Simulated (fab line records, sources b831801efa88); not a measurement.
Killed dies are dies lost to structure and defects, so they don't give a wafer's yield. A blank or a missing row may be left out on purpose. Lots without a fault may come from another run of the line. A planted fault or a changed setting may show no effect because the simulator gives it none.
fab line records | flow sky130
record lots=13 wafers=39 last_day=50
route steps=708 shown VT_ADJUST_HVTR@141 GATE_OXIDE@200 POLY_GATE@231 LDD_N@244
lots that met no fault: from a run of the same line without faults
start_h: hours from the record's first day to the start of the lot's first wafer shown | wait_h: hours since the lot's step before | " the same as in the row above | L1.1+2: a row that stands for several wafers | - no value, or no start given | * or withheld: withheld | < > ~ a bound
route shown NAME@n: a module of which the file shows steps, and the number in the route of the first | usual: mean/standard deviation of fault-free wafers | same: alike in all rows | chamber/n: place in a boat | sites: the reading at each site | _std_site: their standard deviation | _edge_site: outer sites' mean less inner sites' | radius_mm: how far each site lies from the wafer's centre | mask NAME#n: copy n | behind: the tool/chamber that last shaped the wafer | hold: why the lot was held/for how many hours/how that ended | device: the transistor (n, p or np) that didn't switch | end of line: the same wafers' tests at the end of the route | a step without rows: its recipe alone | killed: dies lost to structure and defects at the first sort, not the wafer's yield | map: a wafer's dies, x killed, . not, _ none there
set.NAME: the setting as run; set.NAME@STEP: as run at that earlier step | model.NAME: the simulator's own value behind a step, which no gauge read
steps of the route over a sample of lots; a table a step, a row a wafer
services: from which hour (start_h, from the record's first day; less than 0 if before it) a tool's chamber was out of use, for how many hours, and why
## steps
# step SKY_VT_ADJUST_HVTR_STRIP_10
# recipe chemistry=O2/N2 power_w=1400 pressure_mtorr=1500 platen_temp_c=withheld o2_flow_sccm=3000 n2_flow_sccm=300 overash_fraction=0.5
# usual drypump_motor_current_A=5.8/0.4 oes_product_au=0.715/0.0046 strip_time_to_endpoint_s=14.20/0.038
# columns lot.wafer tool chamber start_h wait_h drypump_motor_current_A oes_product_au rf_hours_counter_h strip_time_to_endpoint_s
L726.2 plasma_asher-02 0 206.97 0.1 6.4 0.723 34 14.23
L726.3 " 0 " " 6.5 0.716 - 14.23
L726.4 " 1 " " 5.9 0.723 - 14.22
L727.2 plasma_asher-02 0 210.70 0.1 6.4 0.718 34 14.14
L727.3 " 1 " " 5.9 0.716 - 14.17
L727.4 " 0 " " 6.4 0.712 - 14.17
L728.1 plasma_asher-02 0 217.97 0.1 6.4 0.717 35 14.17
L728.4 " 1 " " 5.9 0.717 - 14.17
L728.5 " 1 " " 5.9 0.721 - 14.15
L729.1 plasma_asher-04 0 231.77 0.1 5.6 0.717 58 14.22
L729.4 " 0 " " 5.6 0.712 - 14.20
L729.6 " 0 " " 5.6 0.715 - 14.19
L730.1 plasma_asher-04 0 239.25 0.1 5.6 0.716 59 14.21
L730.3 " 0 " " 5.5 0.716 - 14.22
L730.6 " 1 " " 5.7 0.714 - 14.18
L732.3 plasma_asher-01 1 247.38 0.1 5.9 0.714 - 14.24
L732.5 " 0 " " 5.1 0.710 - 14.21
L732.6 " 1 " " 5.9 0.709 - 14.28
L733.2 plasma_asher-04 1 262.05 0.1 5.7 0.713 61 14.30
L733.5 " 0 " " 5.6 0.719 - 14.28
L733.6 " 1 " " 5.7 0.722 - 14.26
L736.1 plasma_asher-04 0 279.59 0.1 5.5 0.718 62 14.17
L736.2 " 1 " " 5.7 0.719 62 14.18
L736.3 " 1 " " 5.7 0.717 - 14.19
L737.1 plasma_asher-01 0 289.15 0.1 5.0 0.720 16 14.18
L737.3 " 0 " " 5.0 0.725 - 14.20
L737.4 " 1 " " 5.9 0.719 - 14.19
L739.2 plasma_asher-01 1 304.24 0.1 5.9 0.713 17 14.18
L739.4 " 1 " " 5.9 0.709 - 14.16
L739.6 " 1 " " 5.9 0.719 - 14.23
L745.3 plasma_asher-04 0 348.26 0.1 5.5 0.714 - 14.14
L745.4 " 1 " " 5.7 0.714 - 14.13
L745.5 " 0 " " 5.5 0.719 - 14.08
L748.2 plasma_asher-04 0 369.74 0.1 5.5 0.723 71 14.16
L748.3 " 1 " " 5.7 0.717 - 14.21
L748.5 " 0 " " 5.5 0.720 - 14.20
L749.1 plasma_asher-02 1 378.97 0.1 5.9 0.720 51 14.19
L749.5 " 0 " " 6.5 0.720 - 14.16
L749.6 " 1 " " 5.9 0.710 - 14.15
# step SKY_GATE_OXIDE_STRIP_13
# recipe chemistry=O2/N2 power_w=1400 pressure_mtorr=1500 platen_temp_c=withheld o2_flow_sccm=3000 n2_flow_sccm=300 overash_fraction=0.5
# usual drypump_motor_current_A=5.7/0.36 oes_product_au=0.716/0.0044 strip_time_to_endpoint_s=14.20/0.043
# columns lot.wafer tool chamber start_h wait_h drypump_motor_current_A oes_product_au rf_hours_counter_h strip_time_to_endpoint_s
L726.2 plasma_asher-04 0 311.67 0.0 5.6 0.718 65 14.17
L726.3 " 1 " " 5.7 0.720 - 14.16
L726.4 " 0 " " 5.5 0.718 - 14.15
L727.2 plasma_asher-03 0 316.17 0.0 5.4 0.715 61 14.23
L727.3 " 0 " " 5.4 0.715 - 14.21
L727.4 " 1 " " 5.4 0.717 - 14.22
L728.1 plasma_asher-03 1 324.82 0.0 5.4 0.718 61 14.24
L728.4 " 0 " " 5.4 0.719 - 14.24
L728.5 " 0 " " 5.4 0.717 - 14.23
L729.1 plasma_asher-03 1 342.57 0.0 5.4 0.712 63 14.13
L729.4 " 1 " " 5.4 0.721 - 14.20
L729.6 " 0 " " 5.4 0.714 - 14.18
L730.1 plasma_asher-04 0 353.28 0.0 5.6 0.715 69 14.21
L730.3 " 1 " " 5.7 0.717 - 14.19
L730.6 " 1 " " 5.7 0.718 - 14.26
L732.3 plasma_asher-04 1 358.56 0.0 5.7 0.714 - 14.20
L732.5 " 0 " " 5.5 0.713 - 14.26
L732.6 " 1 " " 5.7 0.715 - 14.23
L733.2 plasma_asher-04 0 381.50 0.0 5.6 0.714 72 14.16
L733.5 " 0 " " 5.5 0.721 - 14.16
L733.6 " 1 " " 5.8 0.709 - 14.15
L736.1 plasma_asher-03 0 400.37 0.0 5.4 0.713 69 14.18
L736.2 " 1 " " 5.4 0.715 69 14.18
L736.3 " 0 " " 5.3 0.711 - 14.14
L737.1 plasma_asher-03 0 414.93 0.0 5.4 0.717 71 14.18
L737.3 " 0 " " 5.4 0.719 - 14.15
L737.4 " 1 " " 5.4 0.717 - 14.20
L739.2 plasma_asher-02 0 434.52 0.0 6.4 0.723 57 14.26
L739.4 " 0 " " 6.4 0.713 - 14.25
L739.6 " 0 " " 6.4 0.722 - 14.25
L745.3 plasma_asher-02 1 477.64 0.0 5.9 0.712 - 14.19
L745.4 " 0 " " 6.4 0.710 - 14.14
L745.5 " 0 " " 6.4 0.713 - 14.17
L748.2 plasma_asher-02 1 501.03 0.0 5.9 0.718 63 14.27
L748.3 " 0 " " 6.4 0.718 - 14.22
L748.5 " 1 " " 5.9 0.718 - 14.25
L749.1 plasma_asher-03 1 505.53 0.0 5.4 0.717 7 14.20
L749.5 " 0 " " 5.4 0.712 - 14.16
L749.6 " 1 " " 5.4 0.720 - 14.14
# step SKY_POLY_GATE_ETCH_17
# recipe target_depth_nm=180 stop_on=SiO2 over_etch_frac=0.56667 chemistry=HBr/Cl2 target=poly-Si icp_w=400 bias_w=100 pressure_mtorr=10 HBr_flow_sccm=150 Cl2_flow_sccm=50 time_s=70.5
# usual drypump_motor_current_A=5.6/0.58 oes_product_au=0.989/0.0067 rf_fwd_power_W=396.0/1.4 run_length_s=98.9/0.44 throttle_valve_pct=33.684/0.009
# columns lot.wafer tool chamber start_h wait_h drypump_motor_current_A oes_product_au rf_fwd_power_W rf_hours_counter_h run_length_s throttle_valve_pct
L726.2 rie_si-01 1 373.70 0.0 6.0 0.990 396.5 3 99.3 33.693
L726.3 " 3 " " 6.0 0.996 393.0 3 98.4 33.682
L726.4 " 2 " " 5.6 0.986 394.2 39 98.7 33.683
L727.2 rie_si-02 2 376.30 0.0 5.3 0.993 398.9 78 98.1 33.676
L727.3 " 1 " " 5.0 0.987 395.3 83 99.4 33.678
L727.4 " 3 " " 6.7 1.001 396.0 - 98.6 33.673
L728.1 rie_si-01 0 385.70 0.0 5.7 0.990 397.5 2 98.5 33.690
L728.4 " 1 " " 6.0 0.988 398.1 3 98.9 33.668
L728.5 " 0 " " 5.7 0.985 397.2 - 98.7 33.677
L729.1 rie_si-02 1 407.25 0.0 4.9 0.996 394.7 0 99.7 33.686
L729.4 " 0 " " 4.7 0.987 396.5 - 98.7 33.698
L729.6 " 3 " " 6.7 1.001 395.7 - 99.2 33.691
L730.1 rie_si-02 1 421.88 0.0 4.9 0.989 394.8 0 99.6 33.699
L730.3 " 0 " " 4.8 0.983 396.0 0 98.7 33.699
L730.6 " 0 " " 4.8 0.996 396.6 - 99.5 33.687
L732.3 rie_si-01 1 422.23 0.0 6.0 0.986 398.5 4 98.8 33.666
L732.5 " 0 " " 5.7 0.995 395.7 - 98.4 33.692
L732.6 " 1 " " 6.0 0.986 397.7 - 99.3 33.688
L733.2 rie_si-01 2 455.05 0.0 5.6 0.996 394.5 39 98.7 33.692
L733.5 " 2 " " 5.6 0.994 397.8 - 98.9 33.676
L733.6 " 1 " " 6.0 0.985 394.9 - 98.8 33.676
L736.1 rie_si-02 2 472.80 0.0 5.3 0.991 396.8 0 98.1 33.689
L736.2 " 3 " " 6.7 1.001 394.2 0 98.6 33.701
L736.3 " 0 " " 4.7 1.006 396.6 1 99.0 33.696
L737.1 rie_si-02 3 483.53 0.0 6.7 0.994 396.0 0 99.5 33.686
L737.3 " 2 " " 5.4 0.991 397.0 1 98.0 33.689
L737.4 " 0 " " 4.8 0.992 397.3 1 98.9 33.677
L739.2 rie_si-01 0 502.78 0.0 5.7 0.988 394.7 2 98.6 33.679
L739.4 " 3 " " 6.0 1.013 - 4 87.2 33.667
L739.6 " 1 " " 6.0 0.994 397.5 - 98.7 33.679
L745.3 rie_si-02 1 545.05 0.0 4.9 0.995 395.0 1 99.4 33.684
L745.4 " 2 " " 5.4 0.983 396.2 1 98.2 33.699
L745.5 " 2 " " 5.3 0.983 395.9 - 98.5 33.684
L748.2 rie_si-01 3 567.43 0.0 6.0 0.989 396.9 4 98.6 33.675
L748.3 " 0 " " 5.7 0.987 397.9 3 98.6 33.690
L748.5 " 0 " " 5.7 0.983 397.3 - 98.7 33.675
L749.1 rie_si-02 0 571.43 0.0 4.8 1.000 397.4 1 98.8 33.679
L749.5 " 1 " " 5.0 1.005 395.4 - 99.4 33.674
L749.6 " 0 " " 4.8 0.993 396.2 - 98.7 33.689
# step SKY_POLY_GATE_STRIP_18
# recipe chemistry=O2/N2 power_w=1400 pressure_mtorr=1500 platen_temp_c=withheld o2_flow_sccm=3000 n2_flow_sccm=300 overash_fraction=0.5
# usual drypump_motor_current_A=5.7/0.44 oes_product_au=0.361/0.0045 strip_time_to_endpoint_s=3.16/0.034
# columns lot.wafer tool chamber start_h wait_h drypump_motor_current_A oes_product_au rf_hours_counter_h strip_time_to_endpoint_s
L726.2 plasma_asher-02 1 373.76 0.0 5.9 0.358 51 3.11
L726.3 " 1 " " 5.9 0.361 - 3.15
L726.4 " 0 " " 6.4 0.354 - 3.16
L727.2 plasma_asher-03 0 376.36 0.0 5.4 0.360 67 3.14
L727.3 " 1 " " 5.4 0.362 - 3.17
L727.4 " 0 " " 5.4 0.353 - 3.14
L728.1 plasma_asher-03 0 385.76 0.0 5.4 0.357 68 3.18
L728.4 " 0 " " 5.4 0.362 - 3.18
L728.5 " 0 " " 5.4 0.370 - 3.18
L729.1 plasma_asher-01 0 407.31 0.0 5.0 0.358 27 3.11
L729.4 " 0 " " 5.1 0.355 - 3.17
L729.6 " 0 " " 5.1 0.363 - 3.13
L730.1 plasma_asher-02 1 421.93 0.0 5.9 0.359 55 3.17
L730.3 " 0 " " 6.4 0.359 - 3.15
L730.6 " 0 " " 6.4 0.364 - 3.14
L732.3 plasma_asher-01 1 422.32 0.1 5.9 0.358 - 3.15
L732.5 " 1 " " 6.0 0.364 - 3.21
L732.6 " 0 " " 5.1 0.361 - 3.13
L733.2 plasma_asher-01 0 455.11 0.0 5.1 0.360 32 3.09
L733.5 " 1 " " 5.9 0.361 - 3.16
L733.6 " 0 " " 5.1 0.351 - 3.13
L736.1 plasma_asher-02 0 472.86 0.0 6.4 0.360 60 3.16
L736.2 " 1 " " 5.9 0.363 60 3.19
L736.3 " 0 " " 6.4 0.362 - 3.17
L737.1 plasma_asher-02 0 483.58 0.0 6.4 0.363 61 3.14
L737.3 " 0 " " 6.4 0.359 - 3.17
L737.4 " 1 " " 5.9 0.362 - 3.09
L739.2 plasma_asher-03 0 502.83 0.0 5.4 0.365 7 3.22
L739.4 " 0 " " 5.4 0.361 - 3.31
L739.6 " 0 " " 5.4 0.365 - 3.18
L745.3 plasma_asher-02 0 545.14 0.1 6.5 0.356 - 3.21
L745.4 " 1 " " 5.9 0.365 - 3.21
L745.5 " 0 " " 6.4 0.361 - 3.19
L748.2 plasma_asher-03 1 567.48 0.0 5.4 0.360 14 3.22
L748.3 " 0 " " 5.5 0.360 - 3.15
L748.5 " 0 " " 5.4 0.365 - 3.19
L749.1 plasma_asher-02 1 571.48 0.0 5.9 0.368 71 3.17
L749.5 " 1 " " 5.9 0.355 - 3.11
L749.6 " 0 " " 6.4 0.366 - 3.16
# step SKY_LDD_N_OVL_MEAS_07
# usual LDD_N_OVL=-0.9/1.3
# columns lot.wafer tool chamber start_h wait_h LDD_N_OVL[nm]
L726.2 overlay-02 - 408.87 0.1 -0.2
L726.3 " - " " -0.5
L726.4 " - " " -1.1
L727.2 overlay-01 - 409.57 0.1 -1.3
L727.3 " - " " 0.7
L727.4 " - " " -2.2
L728.1 overlay-01 - 422.64 0.1 1.6
L728.4 " - " " 0.4
L728.5 " - " " 1.7
L729.1 overlay-01 - 444.52 0.1 1.5
L729.4 " - " " -0.3
L729.6 " - " " -1.3
L730.1 overlay-02 - 455.02 0.1 -0.3
L730.3 " - " " -3.0
L730.6 " - " " -0.8
L732.3 overlay-01 - 455.33 0.1 -2.2
L732.5 " - " " -3.4
L732.6 " - " " -2.2
L733.2 overlay-02 - 487.99 0.1 -2.5
L733.5 " - " " -3.8
L733.6 " - " " -3.9
L736.1 overlay-02 - 505.72 0.1 -2.5
L736.2 " - " " -0.9
L736.3 " - " " 0.2
L737.1 overlay-01 - 516.22 0.1 -1.9
L737.3 " - " " -1.4
L737.4 " - " " -0.3
L739.2 overlay-02 - 534.57 0.1 -0.2
L739.4 " - " " -3.2
L739.6 " - " " -1.3
L745.3 overlay-02 - 576.48 0.1 0.0
L745.4 " - " " -1.2
L745.5 " - " " -1.6
L748.2 overlay-01 - 599.02 0.1 -1.5
L748.3 " - " " -1.9
L748.5 " - " " -1.0
L749.1 overlay-02 - 602.64 0.1 -0.7
L749.5 " - " " -0.9
L749.6 " - " " -2.0
## services
# columns tool chamber start_h hours kind
plasma_asher-04 - 187.11 1.5 repair
plasma_asher-01 - 195.03 28.6 pm
plasma_asher-03 - 208.25 1.2 repair
rie_si-02 1 222.49 2.2 repair
plasma_asher-03 - 236.83 0.5 repair
rie_si-01 0 256.48 44.2 repair
plasma_asher-03 - 274.50 0.9 repair
plasma_asher-01 - 277.26 1.2 repair
rie_si-02 0 285.59 2.3 repair
rie_si-02 2 297.50 11.8 repair
plasma_asher-04 - 337.86 1.8 repair
plasma_asher-01 - 356.75 6.5 repair
rie_si-02 0 391.91 8.0 repair
plasma_asher-03 - 421.25 9.0 pm
plasma_asher-03 0 421.25 9.0 vent_cycle
plasma_asher-03 - 431.08 2.7 repair
plasma_asher-04 - 441.68 1.2 repair
rie_si-01 3 463.21 3.3 repair
rie_si-01 - 470.57 14.6 pm
plasma_asher-02 - 477.91 0.9 repair
rie_si-02 - 508.92 2.8 pm
plasma_asher-01 - 541.29 28.1 pm
plasma_asher-02 - 560.32 1.0 repair
plasma_asher-01 - 569.39 2.8 pm
## key
first_sign step=SKY_POLY_GATE_ETCH_17 reading=run_length_s direction=down sigmas=27 usual=* struck=*
effect step=SKY_POLY_GATE_ETCH_17 reading=oes_product_au direction=up sigmas=3.6 usual=0.989 struck=1.013
effect step=SKY_POLY_GATE_STRIP_18 reading=strip_time_to_endpoint_s direction=up sigmas=4.5 usual=* struck=*
met_at SKY_POLY_GATE_ETCH_17
struck_lots L739
struck_wafers L739.4
later_rows_left_out L739.4
sort_left_out L739.4
tester_left_out L739
not_acting_at SKY_VT_ADJUST_HVTR_STRIP_10,SKY_GATE_OXIDE_STRIP_13,SKY_LDD_N_OVL_MEAS_07
onset_between 373.70 502.78
fault kind=process_parameter_drift tool=rie_si-01 chamber=3 onset_h=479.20 steps=SKY_POLY_GATE_ETCH_17 channel=time_s offset=* shape=step end_h=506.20 acts_in=* stated=*
# tester_left_out: of these lots the tester's yield and bins aren't shown, on N5 and GAA mostly nor the transistor test; their killed dies are dies lost to structure and defects alone, not to doping, threshold or leakage, so they don't give the yield
# sort_left_out: the simulated sort isn't trusted on such a fault, so these wafers' sort isn't shown, and their yield isn't known
# later_rows_left_out: the simulator's readings of these wafers behind a module that went badly wrong aren't trusted and aren't shown, but for the sort
